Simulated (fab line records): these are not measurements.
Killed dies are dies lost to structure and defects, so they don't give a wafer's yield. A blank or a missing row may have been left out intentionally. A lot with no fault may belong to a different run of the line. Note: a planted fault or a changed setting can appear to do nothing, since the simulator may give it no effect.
Which tool did it?	flow sky130	6 lots with 18 wafers sampled at 2 steps, on a route of 708 steps

WHAT EACH GAUGE READ, for each wafer
SKY_PWDE_OVL_MEAS_07.
lot	measured	on	PWDE_OVL (nm)
L437	day 4 15:55	overlay-02	-1.3 -0.7 -2.6
L439	day 5 06:01	overlay-02	-2.2 -2.7 0.0
L441	day 5 17:40	overlay-02	0.5 1.4 -0.4
L443	day 6 04:46	overlay-01	-0.7 -1.7 -2.1
L447	day 7 04:13	overlay-02	- - -
L449	day 7 12:58	overlay-02	1.8 -1.1 1.4

WHICH TOOL RAN EACH LOT (tool, then ch and the chambers of the sampled wafers, then the start)
lot	SKY_PWDE_EXPOSE_04
L437	iline-stepper-01 ch 0, day 4 07:50
L439	iline-stepper-02 ch 0, day 4 21:04
L441	iline-stepper-02 ch 0, day 5 08:55
L443	iline-stepper-02 ch 0, day 5 19:49
L447	iline-stepper-02 ch 0, day 6 19:16
L449	iline-stepper-02 ch 0, day 7 03:02
- SKY_PWDE_EXPOSE_04: exposes mask PWDEM, target cd 840 nm.

THE ANSWER, worked out from the rows above alone
Rule: the usual values come from the lots themselves. Put in order of their means at a reading, lots are off if they are a third of the lots or fewer, leave a main group of 4 or more, and stand apart from it by a gap of 3 or more times the standard deviation of the main group's means; of several such gaps the widest counts. A main group is skipped when, at the precision printed for the reading in the tables above, its means are all equal. Also off: a lot with no number at a reading for which 4 or more lots have one. All remaining lots with rows at the step are treated as sound.
Off: at SKY_PWDE_OVL_MEAS_07 (PWDE_OVL), L447. Without a number there: L447. The main group has a mean of -0.7 nm with a standard deviation of 1.1.
If a tool, at a process step before that reading, ran all the lots that are off and no sound lot after the first of them, it fits. The gauges at SKY_PWDE_OVL_MEAS_07 are tried like those tools. None of those tried fits.

WHAT THE SIMULATOR PUT IN
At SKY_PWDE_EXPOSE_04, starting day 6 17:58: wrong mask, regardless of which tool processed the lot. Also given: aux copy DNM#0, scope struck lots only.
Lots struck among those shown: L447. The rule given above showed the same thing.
